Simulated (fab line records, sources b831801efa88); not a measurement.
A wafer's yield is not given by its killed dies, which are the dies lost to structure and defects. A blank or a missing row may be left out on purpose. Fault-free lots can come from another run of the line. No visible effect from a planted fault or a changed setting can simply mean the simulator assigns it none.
A struck lot beside a sound one :: flow sfq-line :: 15 out of 325 route steps
Sound: wafers L595.1, L595.2, L595.5. Struck: wafer L606.6 (L606.2, L606.5, from the same lot, were not struck and are left out); the cause is given at the end.
For every step that has rows: the tool of each side, followed by ch and its chambers, followed by its first start. Under that, the readings that differ: sound wafers :: struck wafers :: difference of the means :: sigmas: that difference in standard deviations of wafers without a fault.
alike: words and numbers the same on both sides, and readings whose means are apart by under 2 such deviations; not compared: readings that were withheld, readings missing a value for some wafer, numbers with overlapping values and no deviation given by the record, and bounds like >300 which may hide the same value.
Wherever a step has rows on one side only, a row that says differs or no value, or a row with sigmas, the two part there. Non-overlapping numbers with no deviation appear without sigmas and do not part them. A reading that every wafer of one side lacks parts them only if that side has two wafers or more.

SFQ_I5_OVL_MEAS_936:
  sound on overlay-01, day 78 11:28; struck on overlay-01, day 81 15:56
  alike: I5_OVL
SFQ_TRILAYER_I5_BARC_OPEN_VIA_ETCH_200: etches BARC in O2, target depth 125 nm, time 41.7 s.
  sound on rie-diel-02 ch 2,3, day 78 11:30; struck on rie-diel-01 ch 1, day 81 15:58
  alike: drypump-motor-current-A, oes-product-au, run-length-s
  not compared: rf-hours-counter-h
SFQ_TRILAYER_I5_ETCH_VIA_ETCH_147: etches the open film in CHF3, stops on Nb, target depth 360 nm.
  sound on rie-diel-02 ch 2,3, day 78 11:32; struck on rie-diel-01 ch 1, day 81 16:00
  alike: drypump-motor-current-A, oes-product-au
SFQ_TRILAYER_I5_STRIP_STRIP_148: strips in O2.
  sound on rie-metal-01 ch 0,1, day 78 11:41; struck on rie-metal-04 ch 0, day 81 16:09
  alike: drypump-motor-current-A, oes-product-au
  not compared: rf-hours-counter-h
then, 7 steps without rows for these wafers: SFQ_TRILAYER_I5_STRIP_SOLV_CLEAN_149 (cleans in NMP, time 600 s); SFQ_TRILAYER_C5_LITHO_COAT_156 (resist thk 62 nm); SFQ_TRILAYER_C5_LITHO_COAT_151 (resist thk 650 nm); SFQ_TRILAYER_C5_LITHO_SOFTBAKE_155; SFQ_TRILAYER_C5_LITHO_EXPOSE_152 (exposes mask C5, target cd 500 nm); SFQ_TRILAYER_C5_LITHO_PEB_154 (peb time 60 s); SFQ_TRILAYER_C5_LITHO_DEVELOP_153 (time 60 s).
SFQ_C5_OVL_MEAS_937:
  sound on overlay-01, day 78 14:43; struck on overlay-01, day 82 01:32
reading: C5_OVL (nm)
sound: 8 5 7
struck: -7
difference: -14
sigmas: -3
SFQ_TRILAYER_C5_BARC_OPEN_VIA_ETCH_210: etches BARC in O2, target depth 125 nm, time 41.7 s.
  sound on rie-diel-01 ch 0,1,2, day 78 14:45; struck on rie-diel-01 ch 0, day 82 01:34
reading: oes-product-au (a.u.)
sound: 0.690 0.689 0.681
struck: 0.639
difference: -0.048
sigmas: -10

reading: run-length-s (s)
sound: 69.4 70.4 69.8
struck: 76.6
difference: +6.7
sigmas: +16

reading: model.KrF_of_TRILAYER_C5_LITHO_COAT_151.thk-nm (nm)
sound: 578.2 579.6 580.1
struck: 567.4
difference: -11.9
sigmas: 
  alike: drypump-motor-current-A
  not compared: rf-hours-counter-h
SFQ_TRILAYER_C5_ETCH_VIA_ETCH_154: etches SiO2 in CHF3, stops on Nb, target depth 84 nm.
  sound on rie-diel-01 ch 0,1,2, day 78 14:47; struck on rie-diel-01 ch 0, day 82 01:36
reading: model.KrF_of_TRILAYER_C5_LITHO_COAT_151.thk-nm (nm)
sound: 563.5 565.4 565.5
struck: 552.7
difference: -12.1
sigmas: 
  alike: drypump-motor-current-A, oes-product-au
SFQ_TRILAYER_C5_STRIP_STRIP_155: strips in O2.
  sound on rie-metal-03 ch 0,1, day 78 14:50; struck on rie-metal-03 ch 1, day 82 01:38
  alike: drypump-motor-current-A, oes-product-au
  not compared: rf-hours-counter-h

WHERE THEY PART
At SFQ_C5_OVL_MEAS_937 first; at SFQ_TRILAYER_C5_BARC_OPEN_VIA_ETCH_210 last (within this record only). Later steps at which nothing parts them and some readings are alike: SFQ_TRILAYER_C5_ETCH_VIA_ETCH_154, SFQ_TRILAYER_C5_STRIP_STRIP_155.

WHY: what had been put in by the simulator
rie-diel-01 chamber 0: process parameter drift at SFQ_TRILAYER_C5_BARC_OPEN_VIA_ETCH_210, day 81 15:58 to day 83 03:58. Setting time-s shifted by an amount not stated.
